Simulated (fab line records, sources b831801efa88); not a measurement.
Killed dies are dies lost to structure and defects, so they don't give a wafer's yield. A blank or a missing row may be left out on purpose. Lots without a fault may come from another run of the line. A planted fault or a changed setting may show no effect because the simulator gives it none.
A struck lot beside a sound one | flow sky130 | 14 steps out of a route of 708
Sound: wafers L400.2, L400.4, L400.5. Struck: wafers L392.1, L392.5, L392.6. The cause comes at the end.
At each step with rows: each side's tool, then ch and its chambers, then its first start. Under that, the readings that differ: sound wafers | struck wafers | difference of the means | sigmas: that difference in standard deviations of wafers without a fault.
alike: readings whose means differ by less than 2 such deviations, and words and numbers that are the same on both sides. not compared: withheld readings, readings that some wafer has no value for, bounds like >300 that may hide the same value, and numbers for which the record gives no deviation and whose values overlap.
The two part at a step that has a row with sigmas, a row that says differs or no value, or rows on one side only. Numbers that don't overlap but have no deviation are shown without sigmas and don't part them. A reading that every wafer of one side lacks parts them only if that side has two wafers or more.

first, 7 steps without rows for these wafers: SKY_METAL4_HMDS_06 (prime time 60 s); SKY_METAL4_COAT_07 (resist thk 60 nm); SKY_METAL4_COAT_08 (resist thk 1140 nm); SKY_METAL4_SOFTBAKE_09 (time 90 s); SKY_METAL4_EXPOSE_10 (exposes mask MM4, target cd 300 nm); SKY_METAL4_PEB_11; SKY_METAL4_DEVELOP_12 (develop time 60 s).
SKY_METAL4_CD_MEAS_13: target cd 300 nm.
  sound on cd_sem-02, day 47 23:30; struck on cd_sem-02, day 46 06:03
  alike: cd_nm
SKY_METAL4_OVL_MEAS_14:
  sound on overlay-02, day 47 23:37; struck on overlay-01, day 46 06:10
  alike: METAL4_OVL
SKY_METAL4_DESCUM_15: chemistry O2, time 8 s.
  sound on rie_metal-04 ch 0,1, day 47 23:38; struck on rie_metal-01 ch 1, day 46 06:12
  alike: chamber_pressure_mTorr, drypump_motor_current_A, oes_product_au
  not compared: rf_hours_counter_h
SKY_METAL4_ETCH_16: etches BARC in N2/H2, stops on SiO2, time 88.2 s, target depth 60 nm.
  sound on rie_metal-04 ch 0,1, day 47 23:40; struck on rie_metal-01 ch 1, day 46 06:16
  alike: chamber_pressure_mTorr, drypump_motor_current_A, oes_product_au, throttle_valve_pct
  not compared: rf_hours_counter_h
SKY_METAL4_ETCH_17: etches SiO2 in C4F8/O2/Ar, stops on TiN, time 3.9 s, target depth 15 nm.
  sound on rie_diel-03 ch 1,2,3, day 47 23:46; struck on rie_diel-04 ch 1,2,3, day 46 06:28
  alike: chamber_pressure_mTorr, oes_product_au
  not compared: rf_hours_counter_h
SKY_METAL4_METAL_ETCH_18: etches the open film in Cl2/BCl3, stops on SiO2, target depth 845 nm, time 183.1 s.
  sound on rie_metal-01 ch 1, day 47 23:51; struck on rie_metal-03 ch 0,1, day 46 06:29
  reading                                       | sound             | struck                  | difference | sigmas
  over_etch_frac                                | 0.3 0.3 0.3       | 0.32338 0.32338 0.32338 | +0.02338   |
  model.KrF-thick_of_METAL4_COAT_08.thk_nm (nm) | 524.1 528.2 528.6 | 513.9 523 513           | -10.3      |
  alike: chamber_pressure_mTorr, drypump_motor_current_A, oes_product_au, throttle_valve_pct
  not compared: rf_hours_counter_h
SKY_METAL4_STRIP_19: strips in O2/N2.
  sound on plasma_asher-03 ch 0,1, day 48 00:08; struck on plasma_asher-03 ch 0,1, day 46 06:40
  alike: chamber_pressure_mTorr, drypump_motor_current_A, oes_product_au, strip_time_to_endpoint_s
  not compared: rf_hours_counter_h

WHERE THEY PART
Nowhere in this record.

WHY: what the simulator had put in
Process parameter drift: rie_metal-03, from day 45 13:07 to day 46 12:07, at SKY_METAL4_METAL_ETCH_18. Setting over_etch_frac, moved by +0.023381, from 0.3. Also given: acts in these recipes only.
